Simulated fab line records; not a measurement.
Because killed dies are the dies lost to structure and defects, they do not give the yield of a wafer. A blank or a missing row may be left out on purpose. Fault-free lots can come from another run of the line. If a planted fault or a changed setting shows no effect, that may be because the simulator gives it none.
2 desks, one fault :: flow gf180mcu :: numbers are kept per desk, each desk with only its own; the story behind them comes last

AT THE METROLOGY DESK
What the gauges read for every lot (on any tool): the sampled wafers with a number, averaged. Marked OUT: a lot whose mean sits more than 4 standard deviations from the usual mean, which makes it out of limits; the brackets give that distance.
Columns: A = VT_IMPLANT_03_OVL at GF_VT_IMPLANT_OVL_MEAS_40, usual 0.4 nm; B = VT_IMPLANT_4_TW at GF_VT_IMPLANT_TW_MEAS_43, usual 690; C = MVSD_RS at GF_VT_IMPLANT_RS_MEAS_46, usual 456.6 ohm/sq
lot: L806
first seen here: day 8 10:05
A: -0.3
B: 683
C: 456.8

lot: L812
first seen here: day 10 00:45
A: -1.6
B: 678
C: 456.1

lot: L813
first seen here: day 10 09:14
A: -0.6
B: 681
C: 457.5

lot: L823
first seen here: day 13 02:34
A: -0.8
B: 702
C: 456.3

lot: L824
first seen here: day 13 10:42
A: -0.9
B: 679
C: 455.8

lot: L825
first seen here: day 14 03:44
A: 2.2
B: 682
C: 455.7
This desk's verdict: no lot among the 6 shows anything out of limits.

THE TOOL OWNER'S DESK: rtp_anneal-02
Per lot that ran on this tool, the mean of the sampled wafers carrying a number, from the tool's own readings at GF_VT_IMPLANT_RTA_45 (time 30 s). Marked OUT: a lot whose mean sits more than 4 standard deviations from the usual mean, which makes it out of limits; the brackets give that distance.
Columns: A = chamber_o2_ppm at GF_VT_IMPLANT_RTA_45, usual 2.002; B = lamp_power_pct at GF_VT_IMPLANT_RTA_45, usual 34.8 %; C = wafer_temp_C_max at GF_VT_IMPLANT_RTA_45, usual 1054.2
lot: L806
first seen here: day 8 10:31
A: 2.008
B: 36.9
C: 1054.1

lot: L812
first seen here: day 10 01:09
A: 2.000
B: 36.9
C: 1053.9

lot: L813
first seen here: day 10 09:38
A: 2.009
B: 36.9
C: 1054.2

lot: L823
first seen here: day 13 02:59
A: 1.982
B: 29.8
C: 972.8 (-81) OUT

lot: L824
first seen here: day 13 11:06
A: 2.007
B: 29.9
C: 973.2 (-81) OUT
This desk finds L823, L824 out of limits, L823 being first, at day 13 02:59 (wafer_temp_C_max at GF_VT_IMPLANT_RTA_45). L806, L812, L813: within limits.

PUT TOGETHER
The tool owner's desk had the chance to raise an alarm at day 13 02:59 on L823, L824.
Nothing out of limits was seen by the metrology desk.
The metrology desk holds a record of L823, L824, inside its limits.
All the named lots went through GF_VT_IMPLANT_RTA_45 on rtp_anneal-02.

WHAT THE SIMULATOR HAD PUT IN
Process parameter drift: rtp_anneal-02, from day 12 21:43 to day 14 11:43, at GF_VT_IMPLANT_RTA_45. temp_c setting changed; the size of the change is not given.
Struck lots among those shown: L823, L824.
Hours from the fault's start to each desk's first reading out of limits: the tool owner's desk, 5.
